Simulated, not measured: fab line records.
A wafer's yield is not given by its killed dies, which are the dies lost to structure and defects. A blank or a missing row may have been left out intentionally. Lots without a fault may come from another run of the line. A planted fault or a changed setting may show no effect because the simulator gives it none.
What tool caused it? + flow sky130 + 36 wafers from 12 lots sampled at 5 of the route's 708 steps

== WHAT THE GAUGES SHOWED, per wafer ==
SKY_SD_P_OVL_MEAS_08. Usual: for SD_P_OVL the level is 0.4 nm and the standard deviation is 1.1.
| lot  | measured     | on         | SD_P_OVL (nm)     | flag |
|------|--------------|------------|-------------------|------|
| L107 | day 26 07:01 | overlay-02 | -0.2 -0.2 -0.6    |      |
| L109 | day 27 21:41 | overlay-02 | 1.0 0.4 2.0       |      |
| L110 | day 27 22:26 | overlay-02 | -0.7 0.0 -0.8     |      |
| L111 | day 28 01:23 | overlay-02 | -0.1 -1.3 -0.9    |      |
| L113 | day 28 08:39 | overlay-02 | 1.2 -0.7 -0.5     |      |
| L115 | day 29 03:14 | overlay-01 | 1.3 0.8 0.8       |      |
| L118 | day 30 06:34 | overlay-02 | -97.9 -96.0 -97.6 | OFF  |
| L119 | day 30 09:02 | overlay-01 | -96.9 -96.7 -95.8 | OFF  |
| L121 | day 31 00:50 | overlay-02 | -98.0 -95.8 -96.0 | OFF  |
| L122 | day 31 04:07 | overlay-02 | -95.2 -96.5 -94.8 | OFF  |
| L127 | day 32 19:05 | overlay-01 | -0.1 -1.1 -1.0    |      |
| L128 | day 33 03:59 | overlay-01 | 1.3 -0.5 2.4      |      |

SKY_METAL1_RS_MEAS_05: measurement is done with a four-point probe. Usual: for METAL1_ALCU_RS the level is 0.1252 ohm/sq and the standard deviation is 0.0011.
| lot  | measured     | on            | METAL1_ALCU_RS (ohm/sq) | flag |
|------|--------------|---------------|-------------------------|------|
| L107 | day 32 11:04 | film metro-02 | 0.1252 0.1243 0.1256    |      |
| L109 | day 33 22:23 | film metro-04 | 0.1252 0.1251 0.1267    |      |
| L110 | day 34 00:14 | film metro-03 | 0.1245 0.1256 0.1239    |      |
| L111 | day 34 03:10 | film metro-02 | 0.1249 0.1244 0.1236    |      |
| L113 | day 34 07:39 | film metro-03 | 0.1255 0.1267 0.1256    |      |
| L115 | day 35 01:18 | film metro-03 | 0.1266 0.1254 0.1261    |      |
| L118 | day 36 04:11 | film metro-04 | 0.1261 0.1248 0.1259    |      |
| L119 | day 36 07:56 | film metro-04 | 0.1258 0.1266 0.1274    |      |
| L121 | day 36 21:39 | film metro-03 | 0.1272 0.1266 0.1270    |      |
| L122 | day 36 22:52 | film metro-04 | 0.1229 0.1241 0.1230    |      |
| L127 | day 38 13:04 | film metro-02 | 0.1254 0.1264 0.1263    |      |
| L128 | day 38 20:23 | film metro-02 | 0.1267 0.1263 0.1255    |      |

== WHICH TOOL RAN EACH LOT (tool, then ch and the chambers of the sampled wafers, then the start) ==
| lot  | SKY_SD_P_EXPOSE_04                  | SKY_LI_CONTACT_CMP_24         | SKY_CONTACT_ETCH_16                |
|------|-------------------------------------|-------------------------------|------------------------------------|
| L107 | iline stepper-01 ch 0, day 25 16:12 | cmp-02 ch 0,2,3, day 29 23:30 | rie diel-02 ch 0,1,3, day 32 09:32 |
| L109 | iline stepper-01 ch 0, day 27 07:44 | cmp-01 ch 0,3, day 31 12:28   | rie diel-02 ch 1,2, day 33 20:49   |
| L110 | iline stepper-01 ch 0, day 27 08:46 | cmp-02 ch 0,1,2, day 31 12:51 | rie diel-03 ch 0,1,2, day 33 22:38 |
| L111 | iline stepper-02 ch 0, day 27 12:06 | cmp-01 ch 0,1,2, day 31 17:02 | rie diel-03 ch 1,2,3, day 34 01:38 |
| L113 | iline stepper-02 ch 0, day 27 18:56 | cmp-02 ch 1,2,3, day 31 22:19 | rie diel-04 ch 1,3, day 34 06:07   |
| L115 | iline stepper-02 ch 0, day 28 13:39 | cmp-02 ch 0,1,2, day 32 17:26 | rie diel-04 ch 1,2, day 34 23:47   |
| L118 | iline stepper-02 ch 0, day 29 17:00 | cmp-02 ch 0,1, day 33 19:58   | rie diel-02 ch 0,2, day 36 02:41   |
| L119 | iline stepper-02 ch 0, day 29 19:39 | cmp-02 ch 0,1,2, day 33 23:17 | rie diel-02 ch 0,2,3, day 36 06:25 |
| L121 | iline stepper-02 ch 0, day 30 10:19 | cmp-02 ch 1,2,3, day 34 13:07 | rie diel-02 ch 0,3, day 36 20:05   |
| L122 | iline stepper-02 ch 0, day 30 13:10 | cmp-02 ch 0,1,2, day 34 14:58 | rie diel-02 ch 0,1,3, day 36 21:20 |
| L127 | iline stepper-01 ch 0, day 32 05:26 | cmp-02 ch 0,1,3, day 36 06:05 | rie diel-03 ch 1,3, day 38 11:34   |
| L128 | iline stepper-01 ch 0, day 32 15:27 | cmp-01 ch 0,1,3, day 36 13:35 | rie diel-04 ch 0,2,3, day 38 18:53 |
- SKY_SD_P_EXPOSE_04: exposes mask PSDM, target cd 380 nm.
- SKY_LI_CONTACT_CMP_24: polishes, stops on PSG, t overpolish 20 s, target thk 0 nm.
- SKY_CONTACT_ETCH_16: etches BARC in N2/H2, stops on SiO2, time 45.9 s, target depth 60 nm.

== WHAT THE TOOLS THEMSELVES READ (means of the sampled wafers that have a number; where no wafer has one, the mark that the record gives instead) ==
SKY_SD_P_EXPOSE_04. Usual: focus offset nm reads -0.1 nm (standard deviation 0.5).
| lot  | tool             | focus offset nm (nm) | flag |
|------|------------------|----------------------|------|
| L107 | iline stepper-01 | 0.0                  |      |
| L109 | iline stepper-01 | -0.7                 |      |
| L110 | iline stepper-01 | 0.0                  |      |
| L111 | iline stepper-02 | 0.3                  |      |
| L113 | iline stepper-02 | -0.4                 |      |
| L115 | iline stepper-02 | -0.3                 |      |
| L118 | iline stepper-02 | -0.0                 |      |
| L119 | iline stepper-02 | 0.7                  |      |
| L121 | iline stepper-02 | 0.0                  |      |
| L122 | iline stepper-02 | -0.1                 |      |
| L127 | iline stepper-01 | -0.2                 |      |
| L128 | iline stepper-01 | 0.2                  |      |

SKY_LI_CONTACT_CMP_24. Usual: motor current A 11.0 A, standard deviation 0.82; overpolish run s 20.001 s, standard deviation 0.0079; time to endpoint s 97 s, standard deviation 3.1.
| lot  | tool   | motor current A (A) | overpolish run s (s) | time to endpoint s (s) | flag |
|------|--------|---------------------|----------------------|------------------------|------|
| L107 | cmp-02 | 10.4                | 20.003               | 101                    |      |
| L109 | cmp-01 | 11.2                | 20.003               | 95                     |      |
| L110 | cmp-02 | 10.9                | 19.998               | 97                     |      |
| L111 | cmp-01 | 10.5                | 20.002               | 96                     |      |
| L113 | cmp-02 | 11.4                | 19.997               | 97                     |      |
| L115 | cmp-02 | 11.4                | 19.991               | 96                     |      |
| L118 | cmp-02 | 11.6                | 20.003               | 98                     |      |
| L119 | cmp-02 | 11.4                | 19.993               | 97                     |      |
| L121 | cmp-02 | 11.6                | 20.001               | 100                    |      |
| L122 | cmp-02 | 11.2                | 20.003               | 96                     |      |
| L127 | cmp-02 | 11.4                | 20.001               | 98                     |      |
| L128 | cmp-01 | 10.6                | 20.006               | 91                     |      |

SKY_CONTACT_ETCH_16. Usual: drypump motor current A 5.7 A, standard deviation 0.51; oes product au 0.855 a.u., standard deviation 0.0047; throttle valve pct 13.225 %, standard deviation 0.0097.
| lot  | tool        | drypump motor current A (A) | oes product au (a.u.) | throttle valve pct (%) | flag |
|------|-------------|-----------------------------|-----------------------|------------------------|------|
| L107 | rie diel-02 | 5.8                         | 0.852                 | 13.228                 |      |
| L109 | rie diel-02 | 5.8                         | 0.853                 | 13.216                 |      |
| L110 | rie diel-03 | 5.9                         | 0.853                 | 13.220                 |      |
| L111 | rie diel-03 | 5.6                         | 0.854                 | 13.226                 |      |
| L113 | rie diel-04 | 6.4                         | 0.852                 | 13.224                 |      |
| L115 | rie diel-04 | 5.6                         | 0.852                 | 13.232                 |      |
| L118 | rie diel-02 | 5.6                         | 0.855                 | 13.222                 |      |
| L119 | rie diel-02 | 5.6                         | 0.854                 | 13.218                 |      |
| L121 | rie diel-02 | 5.8                         | 0.854                 | 13.219                 |      |
| L122 | rie diel-02 | 5.8                         | 0.854                 | 13.229                 |      |
| L127 | rie diel-03 | 5.2                         | 0.856                 | 13.220                 |      |
| L128 | rie diel-04 | 5.8                         | 0.859                 | 13.231                 |      |

== THE ANSWER, worked out from the rows above alone ==
Rule: a lot is off if the mean of its wafers that have a number lies more than 3 standard deviations from the usual mean. A lot without any number at a reading at which 4 lots or more have one is off too. The other lots that the step has rows for count as sound. Order of review: gauges by route order, followed by the tools' own readings, for which a lot's mean as printed above is used. At the first step where some lot is off, the reading lying furthest off is the one used; lots without a number count as furthest.
Off: L118, L119, L121, L122, seen at SKY_SD_P_OVL_MEAS_08 (SD_P_OVL).
If a tool, at a process step before that reading, ran all the lots that are off and no sound lot after the first of them, it fits. The gauges at SKY_SD_P_OVL_MEAS_08 are tried like those tools. One fits: iline stepper-02 at SKY_SD_P_EXPOSE_04. Its last sound lot is L115 (day 28 13:39), its first lot that is off L118 (day 29 17:00): a fault that began between those two fits.

== WHAT THE SIMULATOR HAD INSERTED ==
Scanner matching overlay: iline stepper-02, from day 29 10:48 on, at SKY_SD_P_EXPOSE_04. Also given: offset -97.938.
Lots struck among those shown: L118, L119, L121, L122. The same result came from the rule above.
